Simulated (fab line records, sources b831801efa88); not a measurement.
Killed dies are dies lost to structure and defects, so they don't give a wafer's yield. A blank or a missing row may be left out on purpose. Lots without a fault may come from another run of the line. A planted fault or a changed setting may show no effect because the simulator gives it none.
Which tool did it? | flow gf180mcu | 11 lots, 33 wafers sampled, at 5 steps of a route of 602

WHAT THE GAUGES READ, wafer by wafer
GF_V2_THK_MEAS_01.
lot  | measured     | on            | V2_CVD_00_THK (nm)
L238 | day 19 04:28 | film_metro-03 | 600 596 596
L240 | day 20 03:52 | film_metro-04 | 607 611 608
L241 | day 20 12:56 | film_metro-04 | 597 601 598
L250 | day 23 22:14 | film_metro-04 | 606 606 602
L251 | day 24 04:07 | film_metro-01 | 601 608 607
L252 | day 24 11:34 | film_metro-03 | 593 589 599
L254 | day 25 08:21 | film_metro-03 | 606 600 607
L257 | day 26 11:26 | film_metro-03 | 604 603 603
L258 | day 26 12:16 | film_metro-03 | 595 597 600
L259 | day 26 21:17 | film_metro-01 | 603 601 600
L261 | day 27 12:58 | film_metro-03 | 603 594 603

GF_V2_RS_MEAS_24: measures by four-point-probe.
lot  | measured     | on            | V2_W_RS (ohm/sq)
L238 | day 20 06:19 | film_metro-03 | 0.326 0.321 0.323
L240 | day 21 06:01 | film_metro-04 | 0.454 0.324 0.323
L241 | day 21 14:31 | film_metro-03 | 0.440 0.321 0.445
L250 | day 24 22:08 | film_metro-01 | 0.326 0.322 0.326
L251 | day 25 04:45 | film_metro-04 | 0.323 0.325 0.321
L252 | day 25 10:53 | film_metro-04 | 0.324 0.323 0.326
L254 | day 26 07:19 | film_metro-03 | 0.328 0.331 0.326
L257 | day 27 10:05 | film_metro-04 | 0.325 0.327 0.331
L258 | day 27 10:46 | film_metro-03 | 0.326 0.327 0.325
L259 | day 27 19:44 | film_metro-03 | 0.324 0.325 0.327
L261 | day 28 10:23 | film_metro-03 | 0.324 0.325 0.322

GF_V2_THK_MEAS_25: measures by xrf.
lot  | measured     | on            | V2_W_THK (nm)
L238 | day 20 06:25 | film_metro-03 | 348 351 351
L240 | day 21 06:08 | film_metro-04 | 250 344 349
L241 | day 21 14:38 | film_metro-03 | 259 355 256
L250 | day 24 22:16 | film_metro-01 | 353 357 353
L251 | day 25 04:52 | film_metro-04 | 354 351 356
L252 | day 25 10:59 | film_metro-04 | 352 353 350
L254 | day 26 07:26 | film_metro-03 | 348 346 351
L257 | day 27 10:11 | film_metro-04 | 349 344 339
L258 | day 27 10:52 | film_metro-03 | 346 342 345
L259 | day 27 19:50 | film_metro-03 | 349 345 341
L261 | day 28 10:30 | film_metro-03 | 349 352 351

WHICH TOOL RAN EACH LOT (tool, then ch and the chambers of the sampled wafers, then the start)
lot  | GF_V1_SPUTTER_21             | GF_V2_CVD_23
L238 | pvd_sputter-03, day 18 02:25 | cvd_w-02 ch 0,1, day 20 06:11
L240 | pvd_sputter-03, day 19 01:11 | cvd_w-02 ch 0,1, day 21 05:54
L241 | pvd_sputter-03, day 19 11:12 | cvd_w-02 ch 0,1, day 21 14:25
L250 | pvd_sputter-03, day 22 22:10 | cvd_w-02 ch 0,1, day 24 22:02
L251 | pvd_sputter-02, day 23 04:00 | cvd_w-01 ch 0,1, day 25 04:38
L252 | pvd_sputter-03, day 23 11:05 | cvd_w-02 ch 0,1, day 25 10:44
L254 | pvd_sputter-02, day 24 08:32 | cvd_w-01 ch 0,1, day 26 07:11
L257 | pvd_sputter-03, day 25 11:44 | cvd_w-01 ch 0,1, day 27 09:58
L258 | pvd_sputter-04, day 25 12:26 | cvd_w-02 ch 0,1, day 27 10:39
L259 | pvd_sputter-02, day 25 21:59 | cvd_w-02 ch 0,1, day 27 19:37
L261 | pvd_sputter-04, day 26 14:02 | cvd_w-02 ch 0,1, day 28 10:16
- GF_V1_SPUTTER_21: material Ti, target thk 15 nm, time 80.02 s.
- GF_V2_CVD_23: deposits W, target thk 350 nm, time 104.94 s.

WHAT THE TOOLS THEMSELVES READ (means of the sampled wafers that have a number; where no wafer has one, the mark that the record gives instead)
GF_V1_SPUTTER_21.
lot  | tool           | throttle_valve_pct (%)
L238 | pvd_sputter-03 | 30.4
L240 | pvd_sputter-03 | 30.1
L241 | pvd_sputter-03 | 30.2
L250 | pvd_sputter-03 | 30.2
L251 | pvd_sputter-02 | 30.4
L252 | pvd_sputter-03 | 30.6
L254 | pvd_sputter-02 | 30.6
L257 | pvd_sputter-03 | 29.6
L258 | pvd_sputter-04 | 30.0
L259 | pvd_sputter-02 | 30.5
L261 | pvd_sputter-04 | 30.7

GF_V2_CVD_23.
lot  | tool     | heater_power_outer_w (W) | heater_power_w (W)
L238 | cvd_w-02 | 480                      | 771
L240 | cvd_w-02 | 477                      | 757
L241 | cvd_w-02 | 470                      | 765
L250 | cvd_w-02 | 468                      | 762
L251 | cvd_w-01 | 501                      | 834
L252 | cvd_w-02 | 471                      | 760
L254 | cvd_w-01 | 558                      | 908
L257 | cvd_w-01 | 562                      | 895
L258 | cvd_w-02 | 483                      | 767
L259 | cvd_w-02 | 472                      | 767
L261 | cvd_w-02 | 484                      | 777

THE ANSWER, worked out from the rows above alone
Rule: what is usual is taken from the lots themselves. Put in order of their means at a reading, lots are off if they are a third of the lots or fewer, leave a main group of 4 or more, and stand apart from it by a gap of 3 or more times the standard deviation of the main group's means; of several such gaps the widest counts. A main group whose means are all the same, to the digits that the tables above print for the reading, isn't used. A lot without any number at a reading at which 4 lots or more have one is off too. The other lots that the step has rows for count as sound. The gauges are gone through in route order, then the tools' own readings, and for those a lot's mean is taken as printed above. The first step at which some lot is off is used, and at that step the reading that is off furthest; a lot without a number counts as furthest.
Off: L240, L241, at GF_V2_RS_MEAS_24 (V2_W_RS). The main group: mean 0.325 ohm/sq, standard deviation 0.0018.
A tool fits if, at a process step before that reading, it ran every lot that is off, and no sound lot after the first of them. The gauges at GF_V2_RS_MEAS_24 are tried like those tools. None of those tried fits.

WHAT THE SIMULATOR HAD PUT IN
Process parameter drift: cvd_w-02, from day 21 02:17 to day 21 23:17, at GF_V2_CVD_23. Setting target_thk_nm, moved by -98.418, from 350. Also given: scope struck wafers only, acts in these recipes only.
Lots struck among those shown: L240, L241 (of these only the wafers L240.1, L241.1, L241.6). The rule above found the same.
